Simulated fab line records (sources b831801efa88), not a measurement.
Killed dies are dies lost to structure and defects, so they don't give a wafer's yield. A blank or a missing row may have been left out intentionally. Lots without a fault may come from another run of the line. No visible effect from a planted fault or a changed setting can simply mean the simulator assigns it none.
fab line records || flow gf180mcu
record: {"lots": 5, "wafers": 15, "last_day": 34}
route steps=602 shown STI@24 DNWELL@32 PASSIVATION@602
lots that met no fault: from a run of the same line without faults
start_h: the number of hours between the record's first day and the start of the first shown wafer of the lot || wait_h: hours from the lot's prior step to this one || " identical to the entry in the row above || L1.1+2: a single row standing in for several wafers || - either no value or no given start || * or withheld: withheld || < > ~ a bound
route shown NAME@n: names a module that has steps shown in the file, with the first one's number in the route || usual: average and standard deviation across the fault-free wafers || same: alike in all rows || chamber/n: place in a boat || sites: each site's reading || _std_site: standard deviation across them || _edge_site: mean of outer sites minus mean of inner sites || radius_mm: how far each site lies from the wafer's centre || mask NAME#n: copy n || behind: the tool/chamber that last shaped the wafer || hold: why the lot was held/for how many hours/how that ended || device: which transistor (n, p or np) failed to switch || end of line: tests of these same wafers at the route's end || a step given without rows: its recipe and nothing more || killed: at the first sort, the dies lost to defects and structure; wafer yield is something else || map: per-die view of a wafer (x killed, . not killed, _ where there is no die)
set.NAME: the setting that was run; set.NAME@STEP: the one run at that earlier step || model.NAME: the simulator's own value behind a step, which no gauge read
lots at selected steps of the route; one table per step, one row per wafer
services: a tool's chamber out of use, with start hour (start_h, from the record's first day; less than 0 if before it), hours out, and reason
== steps ==
step: GF_STI_CVD_23
recipe: {"material": "SiO2", "target_thk_nm": 650, "sigma_open_frac": 0.3, "time_s": 108.3, "temp_c": 600, "sih4_flow_sccm": 60, "pressure_mtorr": 6}
step: GF_STI_THK_MEAS_24
recipe: {"reads": "SiO2_of_STI_CVD_23"}
usual: {"STI_CVD_23_THK": "651/5.6"}
{"lot.wafer": "L574.4", "tool": "film_metro-01", "chamber": "-", "start_h": 33.29, "wait_h": 0.0, "STI_CVD_23_THK[nm]": 654}
{"lot.wafer": "L574.5", "tool": "film_metro-01", "chamber": "-", "start_h": 33.29, "wait_h": 0.0, "STI_CVD_23_THK[nm]": 656}
{"lot.wafer": "L574.6", "tool": "film_metro-01", "chamber": "-", "start_h": 33.29, "wait_h": 0.0, "STI_CVD_23_THK[nm]": 651}
{"lot.wafer": "L578.2", "tool": "film_metro-04", "chamber": "-", "start_h": 53.28, "wait_h": 0.0, "STI_CVD_23_THK[nm]": 658}
{"lot.wafer": "L578.5", "tool": "film_metro-04", "chamber": "-", "start_h": 53.28, "wait_h": 0.0, "STI_CVD_23_THK[nm]": 653}
{"lot.wafer": "L578.6", "tool": "film_metro-04", "chamber": "-", "start_h": 53.28, "wait_h": 0.0, "STI_CVD_23_THK[nm]": 651}
{"lot.wafer": "L586.3", "tool": "film_metro-02", "chamber": "-", "start_h": 94.39, "wait_h": 0.1, "STI_CVD_23_THK[nm]": 655}
{"lot.wafer": "L586.5", "tool": "film_metro-02", "chamber": "-", "start_h": 94.39, "wait_h": 0.1, "STI_CVD_23_THK[nm]": 651}
{"lot.wafer": "L586.6", "tool": "film_metro-02", "chamber": "-", "start_h": 94.39, "wait_h": 0.1, "STI_CVD_23_THK[nm]": 641}
{"lot.wafer": "L588.1", "tool": "film_metro-02", "chamber": "-", "start_h": 105.03, "wait_h": 0.0, "STI_CVD_23_THK[nm]": 654}
{"lot.wafer": "L588.2", "tool": "film_metro-02", "chamber": "-", "start_h": 105.03, "wait_h": 0.0, "STI_CVD_23_THK[nm]": 659}
{"lot.wafer": "L588.5", "tool": "film_metro-02", "chamber": "-", "start_h": 105.03, "wait_h": 0.0, "STI_CVD_23_THK[nm]": 659}
{"lot.wafer": "L593.3", "tool": "film_metro-04", "chamber": "-", "start_h": 130.61, "wait_h": 0.1, "STI_CVD_23_THK[nm]": 648}
{"lot.wafer": "L593.5", "tool": "film_metro-04", "chamber": "-", "start_h": 130.61, "wait_h": 0.1, "STI_CVD_23_THK[nm]": 649}
{"lot.wafer": "L593.6", "tool": "film_metro-04", "chamber": "-", "start_h": 130.61, "wait_h": 0.1, "STI_CVD_23_THK[nm]": 648}
step: GF_STI_CMP_25
recipe: {"stop_on": "Si3N4", "t_overpolish_s": 33, "down_force_psi": 4, "platen_rpm": 60, "target_thk_nm": 524.6, "pad_velocity_m_s": 0.94248}
usual: {"motor_current_A": "12.6/2", "overpolish_run_s": "33.001/0.008", "time_to_endpoint_s": "125/6.4"}
{"lot.wafer": "L574.4", "tool": "cmp-01", "chamber": 2, "start_h": 33.37, "wait_h": 0.1, "motor_current_A": 9.7, "overpolish_run_s": 33.003, "time_to_endpoint_s": 121}
{"lot.wafer": "L574.6", "tool": "cmp-01", "chamber": 1, "start_h": 33.37, "wait_h": 0.1, "motor_current_A": 10.7, "overpolish_run_s": 33.000, "time_to_endpoint_s": 127}
{"lot.wafer": "L574.5", "tool": "cmp-01", "chamber": 2, "start_h": 33.37, "wait_h": 0.1, "motor_current_A": 9.9, "overpolish_run_s": 33.019, "time_to_endpoint_s": 127}
{"lot.wafer": "L578.2", "tool": "cmp-02", "chamber": 2, "start_h": 53.43, "wait_h": 0.1, "motor_current_A": 12.4, "overpolish_run_s": 32.993, "time_to_endpoint_s": 130}
{"lot.wafer": "L578.6", "tool": "cmp-02", "chamber": 0, "start_h": 53.43, "wait_h": 0.1, "motor_current_A": 15.1, "overpolish_run_s": 32.998, "time_to_endpoint_s": 139}
{"lot.wafer": "L578.5", "tool": "cmp-02", "chamber": 1, "start_h": 53.43, "wait_h": 0.1, "motor_current_A": 12.2, "overpolish_run_s": 33.006, "time_to_endpoint_s": 136}
{"lot.wafer": "L586.3", "tool": "cmp-02", "chamber": 3, "start_h": 94.58, "wait_h": 0.2, "motor_current_A": 15.2, "overpolish_run_s": 33.009, "time_to_endpoint_s": 113}
{"lot.wafer": "L586.6", "tool": "cmp-02", "chamber": 0, "start_h": 94.58, "wait_h": 0.2, "motor_current_A": 15.1, "overpolish_run_s": 32.999, "time_to_endpoint_s": 120}
{"lot.wafer": "L586.5", "tool": "cmp-02", "chamber": 1, "start_h": 94.58, "wait_h": 0.2, "motor_current_A": 13.0, "overpolish_run_s": 32.997, "time_to_endpoint_s": 122}
{"lot.wafer": "L588.2", "tool": "cmp-01", "chamber": 0, "start_h": 105.09, "wait_h": 0.0, "motor_current_A": 11.7, "overpolish_run_s": 32.987, "time_to_endpoint_s": 128}
{"lot.wafer": "L588.1", "tool": "cmp-01", "chamber": 2, "start_h": 105.09, "wait_h": 0.0, "motor_current_A": 9.3, "overpolish_run_s": 32.994, "time_to_endpoint_s": 127}
{"lot.wafer": "L588.5", "tool": "cmp-01", "chamber": 0, "start_h": 105.09, "wait_h": 0.0, "motor_current_A": 11.6, "overpolish_run_s": 33.001, "time_to_endpoint_s": 126}
{"lot.wafer": "L593.3", "tool": "cmp-01", "chamber": 0, "start_h": 130.80, "wait_h": 0.2, "motor_current_A": 12.2, "overpolish_run_s": 33.003, "time_to_endpoint_s": 125}
{"lot.wafer": "L593.5", "tool": "cmp-01", "chamber": 1, "start_h": 130.80, "wait_h": 0.2, "motor_current_A": 10.4, "overpolish_run_s": 33.005, "time_to_endpoint_s": 127}
{"lot.wafer": "L593.6", "tool": "cmp-01", "chamber": 2, "start_h": 130.80, "wait_h": 0.2, "motor_current_A": 10.0, "overpolish_run_s": 32.991, "time_to_endpoint_s": 128}
step: GF_STI_WET_ETCH_26
recipe: {"chemistry": "dHF", "target_depth_nm": 94, "target": "SiO2", "temp_c": 25, "dilution": "10:1", "time_s": 188}
step: GF_STI_WET_ETCH_27
recipe: {"chemistry": "H3PO4", "target_depth_nm": 160, "target": "Si3N4", "temp_c": 160, "time_s": 1825}
step: GF_STI_WET_ETCH_28
recipe: {"chemistry": "dHF", "target_depth_nm": 20, "dry": "ipa_marangoni", "target": "SiO2", "temp_c": 25, "dilution": "10:1", "time_s": 40}
step: GF_STI_OXIDATION_29
recipe: {"temp_c": 900, "ambient": "O2", "stabilise_s": 600, "purge_s": 300, "target_thk_a": 100, "ox_time_s": 1377}
step: GF_STI_THK_MEAS_30
recipe: {"reads": "SiO2_of_STI_OXIDATION_29"}
usual: {"STI_OXIDATION_02_THK": "9.79/0.21"}
{"lot.wafer": "L574.4", "tool": "film_metro-02", "chamber": "-", "start_h": 35.63, "wait_h": 0.0, "STI_OXIDATION_02_THK[nm]": 9.61}
{"lot.wafer": "L574.5", "tool": "film_metro-02", "chamber": "-", "start_h": 35.63, "wait_h": 0.0, "STI_OXIDATION_02_THK[nm]": 9.73}
{"lot.wafer": "L574.6", "tool": "film_metro-02", "chamber": "-", "start_h": 35.63, "wait_h": 0.0, "STI_OXIDATION_02_THK[nm]": 9.64}
{"lot.wafer": "L578.2", "tool": "film_metro-01", "chamber": "-", "start_h": 55.64, "wait_h": 0.0, "STI_OXIDATION_02_THK[nm]": 9.85}
{"lot.wafer": "L578.5", "tool": "film_metro-01", "chamber": "-", "start_h": 55.64, "wait_h": 0.0, "STI_OXIDATION_02_THK[nm]": 10.09}
{"lot.wafer": "L578.6", "tool": "film_metro-01", "chamber": "-", "start_h": 55.64, "wait_h": 0.0, "STI_OXIDATION_02_THK[nm]": 9.91}
{"lot.wafer": "L586.3", "tool": "film_metro-04", "chamber": "-", "start_h": 97.15, "wait_h": 0.0, "STI_OXIDATION_02_THK[nm]": 9.45}
{"lot.wafer": "L586.5", "tool": "film_metro-04", "chamber": "-", "start_h": 97.15, "wait_h": 0.0, "STI_OXIDATION_02_THK[nm]": 9.54}
{"lot.wafer": "L586.6", "tool": "film_metro-04", "chamber": "-", "start_h": 97.15, "wait_h": 0.0, "STI_OXIDATION_02_THK[nm]": 9.68}
{"lot.wafer": "L588.1", "tool": "film_metro-01", "chamber": "-", "start_h": 108.74, "wait_h": 0.0, "STI_OXIDATION_02_THK[nm]": 9.73}
{"lot.wafer": "L588.2", "tool": "film_metro-01", "chamber": "-", "start_h": 108.74, "wait_h": 0.0, "STI_OXIDATION_02_THK[nm]": 9.60}
{"lot.wafer": "L588.5", "tool": "film_metro-01", "chamber": "-", "start_h": 108.74, "wait_h": 0.0, "STI_OXIDATION_02_THK[nm]": 9.75}
{"lot.wafer": "L593.3", "tool": "film_metro-04", "chamber": "-", "start_h": 132.96, "wait_h": 0.0, "STI_OXIDATION_02_THK[nm]": 10.09}
{"lot.wafer": "L593.5", "tool": "film_metro-04", "chamber": "-", "start_h": 132.96, "wait_h": 0.0, "STI_OXIDATION_02_THK[nm]": 10.20}
{"lot.wafer": "L593.6", "tool": "film_metro-04", "chamber": "-", "start_h": 132.96, "wait_h": 0.0, "STI_OXIDATION_02_THK[nm]": 9.83}
step: GF_DNWELL_DEHYDRATE_00
recipe: {"temp_c": 200, "time_s": 60}
step: GF_DNWELL_HMDS_01
recipe: {"prime_time_s": 60, "prime_temp_c": 120}
step: GF_DNWELL_COAT_02
recipe: {"spin_rpm": 2000, "resist_thk_nm": 3000}
step: GF_DNWELL_SOFTBAKE_03
recipe: {"temp_c": 110, "time_s": "withheld"}
step: GF_DNWELL_EXPOSE_04
recipe: {"mask_id": "DNWELL", "target_cd_nm": 1700, "na": 0.6, "source_shape": "conventional", "sigma_outer": 0.6, "dose_mj": 260}
usual: {"reticle_temp_C": "23.01/0.1"}
{"lot.wafer": "L574.4", "tool": "iline_stepper-02", "chamber": 0, "start_h": 41.64, "wait_h": "-", "mask": "DNWELL#0", "reticle_temp_C": 23.03}
{"lot.wafer": "L574.5", "tool": "iline_stepper-02", "chamber": 0, "start_h": 41.64, "wait_h": "-", "mask": "DNWELL#0", "reticle_temp_C": 23.04}
{"lot.wafer": "L574.6", "tool": "iline_stepper-02", "chamber": 0, "start_h": 41.64, "wait_h": "-", "mask": "DNWELL#0", "reticle_temp_C": 23.15}
{"lot.wafer": "L578.2", "tool": "iline_stepper-02", "chamber": 0, "start_h": 62.52, "wait_h": "-", "mask": "DNWELL_R1#0", "reticle_temp_C": 23.02}
{"lot.wafer": "L578.5", "tool": "iline_stepper-02", "chamber": 0, "start_h": 62.52, "wait_h": "-", "mask": "DNWELL_R1#0", "reticle_temp_C": 22.96}
{"lot.wafer": "L578.6", "tool": "iline_stepper-02", "chamber": 0, "start_h": 62.52, "wait_h": "-", "mask": "DNWELL_R1#0", "reticle_temp_C": 23.09}
{"lot.wafer": "L586.3", "tool": "iline_stepper-02", "chamber": 0, "start_h": 104.34, "wait_h": "-", "mask": "DNWELL#0", "reticle_temp_C": 22.79}
{"lot.wafer": "L586.5", "tool": "iline_stepper-02", "chamber": 0, "start_h": 104.34, "wait_h": "-", "mask": "DNWELL#0", "reticle_temp_C": 22.86}
{"lot.wafer": "L586.6", "tool": "iline_stepper-02", "chamber": 0, "start_h": 104.34, "wait_h": "-", "mask": "DNWELL#0", "reticle_temp_C": 22.75}
{"lot.wafer": "L588.1", "tool": "iline_stepper-01", "chamber": 0, "start_h": 116.20, "wait_h": "-", "mask": "DNWELL#0", "reticle_temp_C": 22.96}
{"lot.wafer": "L588.2", "tool": "iline_stepper-01", "chamber": 0, "start_h": 116.20, "wait_h": "-", "mask": "DNWELL#0", "reticle_temp_C": 23.00}
{"lot.wafer": "L588.5", "tool": "iline_stepper-01", "chamber": 0, "start_h": 116.20, "wait_h": "-", "mask": "DNWELL#0", "reticle_temp_C": 23.00}
{"lot.wafer": "L593.3", "tool": "iline_stepper-01", "chamber": 0, "start_h": 140.89, "wait_h": "-", "mask": "DNWELL#0", "reticle_temp_C": 23.00}
{"lot.wafer": "L593.5", "tool": "iline_stepper-01", "chamber": 0, "start_h": 140.89, "wait_h": "-", "mask": "DNWELL#0", "reticle_temp_C": 22.93}
{"lot.wafer": "L593.6", "tool": "iline_stepper-01", "chamber": 0, "start_h": 140.89, "wait_h": "-", "mask": "DNWELL#0", "reticle_temp_C": 22.87}
step: GF_DNWELL_PEB_05
recipe: {"temp_c": 115, "time_s": "withheld"}
step: GF_PASSIVATION_PROBE_99
{"lot.wafer": "L574.4", "tool": "prober-01", "chamber": "-", "start_h": 679.19, "wait_h": 0.2, "model.etest.dnwell.width_nm": 1699, "model.etest.dnwell.line_ohm_um": 556.3}
{"lot.wafer": "L574.5", "tool": "prober-01", "chamber": "-", "start_h": 679.24, "wait_h": 0.2, "model.etest.dnwell.width_nm": 1693, "model.etest.dnwell.line_ohm_um": 544.4}
{"lot.wafer": "L574.6", "tool": "prober-01", "chamber": "-", "start_h": 679.29, "wait_h": 0.2, "model.etest.dnwell.width_nm": 1695, "model.etest.dnwell.line_ohm_um": 552.6}
{"lot.wafer": "L578.2", "tool": "prober-02", "chamber": "-", "start_h": 710.98, "wait_h": 0.1, "model.etest.dnwell.width_nm": 1958, "model.etest.dnwell.line_ohm_um": 480.3}
{"lot.wafer": "L578.5", "tool": "prober-02", "chamber": "-", "start_h": 711.13, "wait_h": 0.2, "model.etest.dnwell.width_nm": 1952, "model.etest.dnwell.line_ohm_um": 480.4}
{"lot.wafer": "L578.6", "tool": "prober-02", "chamber": "-", "start_h": 711.18, "wait_h": 0.2, "model.etest.dnwell.width_nm": 1956, "model.etest.dnwell.line_ohm_um": 469.4}
{"lot.wafer": "L586.3", "tool": "prober-02", "chamber": "-", "start_h": 765.96, "wait_h": 0.2, "model.etest.dnwell.width_nm": 1701, "model.etest.dnwell.line_ohm_um": 536.5}
{"lot.wafer": "L586.5", "tool": "prober-02", "chamber": "-", "start_h": 766.06, "wait_h": 0.2, "model.etest.dnwell.width_nm": 1696, "model.etest.dnwell.line_ohm_um": 552.3}
{"lot.wafer": "L586.6", "tool": "prober-02", "chamber": "-", "start_h": 766.11, "wait_h": 0.2, "model.etest.dnwell.width_nm": 1702, "model.etest.dnwell.line_ohm_um": 542.8}
{"lot.wafer": "L588.1", "tool": "prober-02", "chamber": "-", "start_h": 774.80, "wait_h": 0.1, "model.etest.dnwell.width_nm": 1702, "model.etest.dnwell.line_ohm_um": 557.7}
{"lot.wafer": "L588.2", "tool": "prober-02", "chamber": "-", "start_h": 774.85, "wait_h": 0.1, "model.etest.dnwell.width_nm": 1704, "model.etest.dnwell.line_ohm_um": 554.4}
{"lot.wafer": "L588.5", "tool": "prober-02", "chamber": "-", "start_h": 775.00, "wait_h": 0.2, "model.etest.dnwell.width_nm": 1698, "model.etest.dnwell.line_ohm_um": 542.7}
{"lot.wafer": "L593.3", "tool": "prober-01", "chamber": "-", "start_h": 804.52, "wait_h": 0.2, "model.etest.dnwell.width_nm": 1689, "model.etest.dnwell.line_ohm_um": 551.9}
{"lot.wafer": "L593.5", "tool": "prober-01", "chamber": "-", "start_h": 804.62, "wait_h": 0.2, "model.etest.dnwell.width_nm": 1701, "model.etest.dnwell.line_ohm_um": 559.2}
{"lot.wafer": "L593.6", "tool": "prober-01", "chamber": "-", "start_h": 804.67, "wait_h": 0.2, "model.etest.dnwell.width_nm": 1700, "model.etest.dnwell.line_ohm_um": 553.9}
killed by level:class
L574.4 V3:geometric_particle:open=10 STI:geometric_particle:short=4 CONTACT:geometric_particle:open=4 SALICIDE:geometric_particle:open=3 CONTACT:geometric_particle:short=3 V1:geometric_particle:open=3 V2:geometric_particle:short=3 V4:geometric_particle:open=3
L574.5 V2:geometric_particle:open=6 STI:geometric_particle:short=5 STI:geometric_particle:open=4 V1:geometric_particle:short=4 V1:geometric_particle:open=4 V3:geometric_particle:short=4 CONTACT:geometric_particle:open=3 POLY_GATE:geometric_particle:open=2
L574.6 CONTACT:geometric_particle:open=10 V1:geometric_particle:open=5 V3:geometric_particle:open=5 POLY_GATE:geometric_particle:open=2 V1:geometric_particle:short=2 V2:geometric_particle:short=2 V4:geometric_particle:open=2 V3:geometric_particle:short=2
L586.3 CONTACT:geometric_particle:open=5 V2:geometric_particle:open=5 V5:geometric_particle:open=5 CONTACT:geometric_particle:short=3 M3:geometric_particle:short=3 STI:geometric_particle:short=2 POLY_GATE:geometric_particle:short=2 V3:geometric_particle:short=2
L586.5 V1:geometric_particle:open=6 CONTACT:geometric_particle:open=5 V3:geometric_particle:open=5 V4:geometric_particle:open=4 V4:geometric_particle:short=3 V5:geometric_particle:open=3 STI:geometric_particle:short=2 STI:geometric_particle:open=2
L586.6 CONTACT:geometric_particle:open=7 V3:geometric_particle:open=5 V4:geometric_particle:open=5 V1:geometric_particle:open=4 STI:geometric_particle:open=3 CONTACT:geometric_particle:short=3 V1:geometric_particle:short=3 M4:geometric_particle:short=3
L588.1 V2:geometric_particle:open=7 V1:geometric_particle:open=6 CONTACT:geometric_particle:open=4 V3:geometric_particle:open=4 V5:geometric_particle:open=4 V1:geometric_particle:short=3 V5:geometric_particle:short=3 STI:geometric_particle:open=2
L588.2 V4:geometric_particle:open=9 V1:geometric_particle:open=8 M1:geometric_particle:short=5 V4:geometric_particle:short=4 V1:geometric_particle:short=3 CONTACT:geometric_particle:open=3 V3:geometric_particle:open=3 POLY_GATE:geometric_particle:short=2
L588.5 V1:geometric_particle:open=6 CONTACT:geometric_particle:open=4 SALICIDE:geometric_particle:short=3 V1:geometric_particle:short=3 M2:geometric_particle:short=3 V2:geometric_particle:short=3 V2:geometric_particle:open=3 V3:geometric_particle:short=3
L593.3 CONTACT:geometric_particle:open=6 STI:geometric_particle:short=4 V1:geometric_particle:short=4 V3:geometric_particle:open=4 M1:geometric_particle:short=3 V1:geometric_particle:open=3 V2:geometric_particle:open=3 V3:geometric_particle:short=3
L593.5 V4:geometric_particle:open=6 CONTACT:geometric_particle:open=4 V1:geometric_particle:short=4 V2:geometric_particle:short=4 V3:geometric_particle:open=4 STI:geometric_particle:short=3 POLY_GATE:geometric_particle:open=3 M1:geometric_particle:open=2
L593.6 V4:geometric_particle:open=4 V5:geometric_particle:open=4 STI:geometric_particle:open=3 V2:geometric_particle:open=3 V5:geometric_particle:short=3 CONTACT:geometric_particle:open=3 V2:geometric_particle:short=2 M3:geometric_particle:short=2
== services ==
{"tool": "iline_stepper-02", "chamber": "-", "start_h": 11.10, "hours": 1.7, "kind": "repair"}
{"tool": "cmp-01", "chamber": "-", "start_h": 35.12, "hours": 2.8, "kind": "repair"}
{"tool": "iline_stepper-01", "chamber": "-", "start_h": 53.62, "hours": 8.9, "kind": "pm"}
{"tool": "cmp-02", "chamber": "-", "start_h": 64.06, "hours": 4.0, "kind": "pm"}
{"tool": "cmp-02", "chamber": "-", "start_h": 68.06, "hours": "-", "kind": "consumable_replace:conditioner"}
{"tool": "cmp-02", "chamber": "-", "start_h": 68.06, "hours": "-", "kind": "consumable_replace:pad"}
{"tool": "iline_stepper-02", "chamber": "-", "start_h": 69.16, "hours": 1.7, "kind": "pm"}
{"tool": "iline_stepper-02", "chamber": 0, "start_h": 81.02, "hours": "-", "kind": "calibration"}
{"tool": "iline_stepper-02", "chamber": "-", "start_h": 83.67, "hours": 10.4, "kind": "repair"}
{"tool": "iline_stepper-02", "chamber": "-", "start_h": 92.22, "hours": 0.7, "kind": "repair"}
{"tool": "cmp-01", "chamber": "-", "start_h": 132.96, "hours": 0.7, "kind": "repair"}
== key ==
first_sign: {"step": "GF_DNWELL_EXPOSE_04", "reading": "mask", "direction": "changed"}
effect none on later readings
model_effect: {"step": "GF_PASSIVATION_PROBE_99", "value": "etest.dnwell.width_nm", "without": 1700, "struck": 1955}
met_at GF_DNWELL_EXPOSE_04
struck_wafers L578.2,L578.5,L578.6
sort_left_out L578.2,L578.5,L578.6
tester_left_out L578
onset_between 41.64 62.52
fault: {"kind": "wrong_mask", "tool": "any", "chamber": "-", "onset_h": 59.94, "steps": "GF_DNWELL_EXPOSE_04", "aux_copy": "DNWELL_R1#0", "cd_offset_nm": 255, "scope": "struck_lots_only"}
tester_left_out: of these lots the tester's yield and bins aren't shown, on N5 and GAA mostly nor the transistor test; their killed dies are dies lost to structure and defects alone, not to doping, threshold or leakage, so they don't give the yield
sort_left_out: the simulated sort isn't trusted on such a fault, so these wafers' sort isn't shown, and their yield isn't known
